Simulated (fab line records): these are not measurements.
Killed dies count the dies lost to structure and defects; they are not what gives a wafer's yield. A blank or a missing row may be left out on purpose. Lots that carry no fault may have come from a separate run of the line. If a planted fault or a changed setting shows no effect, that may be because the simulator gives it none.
Comparing a struck lot with a sound one ; flow sky130 ; 19 out of 708 route steps
Sound: wafers L701.1, L701.5, L701.6. Wafers struck: L706.1, L706.3, L706.5. The cause is named last.
Each step with rows lists, per side, the tool, then ch with its chambers, then its first start. Under that, the readings that differ: sound wafers ; struck wafers ; difference of the means ; sigmas: that difference in standard deviations of wafers without a fault.
alike: same words and numbers on both sides, and readings whose means sit less than 2 such deviations apart. not compared: any withheld reading, any reading some wafer has no value for, any bound like >300 that may hide the same value, and any number with overlapping values for which the record gives no deviation.
The two part at a step that has a row with sigmas, a row that says differs or no value, or rows on one side only. Non-overlapping numbers with no deviation appear without sigmas and do not part them. A reading that every wafer of one side lacks parts them only if that side has two wafers or more.

first, 6 steps without rows for these wafers: SKY_VT_ADJUST_PCH_HMDS_01 (prime time 60 s); SKY_VT_ADJUST_PCH_COAT_02 (resist thk 3000 nm); SKY_VT_ADJUST_PCH_SOFTBAKE_03; SKY_VT_ADJUST_PCH_EXPOSE_04 (exposes mask NWM, target cd 840 nm); SKY_VT_ADJUST_PCH_PEB_05; SKY_VT_ADJUST_PCH_DEVELOP_06 (develop time 60 s).
SKY_VT_ADJUST_PCH_OVL_MEAS_07:
  sound: overlay-02 at day 10 23:55; struck: overlay-02 at day 12 10:04
  alike: VT_ADJUST_PCH_OVL
next, for these wafers, 1 step has no rows: SKY_VT_ADJUST_PCH_IMPLANT_08.
SKY_VT_ADJUST_PCH_STRIP_09: strips in O2/N2.
  sound on plasma_asher-02 ch 0,1, day 11 00:06; struck on plasma_asher-04 ch 0, day 12 10:14
  alike: drypump_motor_current_A, oes_product_au, strip_time_to_endpoint_s
  not compared: rf_hours_counter_h
SKY_VT_ADJUST_PCH_TW_MEAS_10:
  sound: film_metro-04 at day 11 00:12; struck: film_metro-03 at day 12 10:20
reading;sound;struck;difference;sigmas
VT_ADJUST_PCH_TW;140.9 141.5 140.1;144.2 144.5 144.4;+3.5;+3
then, 2 steps without rows for these wafers: SKY_SONOS_TUNNEL_DEHYDRATE_00 (time 60 s); SKY_SONOS_TUNNEL_HMDS_01 (prime time 60 s).
SKY_SONOS_TUNNEL_COAT_02: resist thk 1140 nm.
  sound on litho_track-03 ch 0, day 11 11:16; struck on litho_track-04 ch 0, day 12 22:10
reading;sound;struck;difference;sigmas
spin_speed_rpm (rpm);3003.2 2999.7 3000.5;2925.0 2926.0 2919.4;-77.7;-39
model.NOVOLAK_of_SONOS_TUNNEL_COAT_02.thk_nm (nm);1139 1140 1140;1150 1153 1157;+14;
  alike: dispense_pressure_kPa, resist_line_temp_C
then, 3 steps without rows for these wafers: SKY_SONOS_TUNNEL_SOFTBAKE_03 (time 60 s); SKY_SONOS_TUNNEL_EXPOSE_04 (exposes mask TUNM, target cd 410 nm); SKY_SONOS_TUNNEL_PEB_05.
SKY_SONOS_TUNNEL_DEVELOP_06: develop time 60 s.
  sound on litho_track-03 ch 0, day 11 23:16; struck on litho_track-03 ch 0, day 13 11:40
reading;sound;struck;difference;sigmas
model.NOVOLAK_of_SONOS_TUNNEL_COAT_02.thk_nm (nm);1138 1139 1140;1149 1153 1156;+14;
  alike: resist_line_temp_C
SKY_SONOS_TUNNEL_CD_MEAS_07: target cd 410 nm.
  sound: cd_sem-02 at day 11 23:25; struck: cd_sem-01 at day 13 11:49
  alike: cd_nm
-- a jump in the record: the struck wafers' starts before and after are 34 days apart (it breaks off in module SONOS_TUNNEL and resumes in module PAD_OPEN, where the first step shown is number 708 of the route) --
SKY_PAD_OPEN_PROBE_99:
  sound: prober-01 at day 46 06:29; struck: prober-02 at day 47 13:41
  alike: killed_at_M0_to_M3, killed_at_M4_up, killed_at_contacts, killed_at_front_end, killed_at_other, killed_dies, killed_open, killed_short

WHERE THEY PART
Earliest at SKY_VT_ADJUST_PCH_TW_MEAS_10; latest, in this record, at SKY_SONOS_TUNNEL_COAT_02. Later steps at which nothing parts them and some readings are alike: SKY_SONOS_TUNNEL_DEVELOP_06, SKY_SONOS_TUNNEL_CD_MEAS_07, SKY_PAD_OPEN_PROBE_99.

WHY: the cause the simulator had injected
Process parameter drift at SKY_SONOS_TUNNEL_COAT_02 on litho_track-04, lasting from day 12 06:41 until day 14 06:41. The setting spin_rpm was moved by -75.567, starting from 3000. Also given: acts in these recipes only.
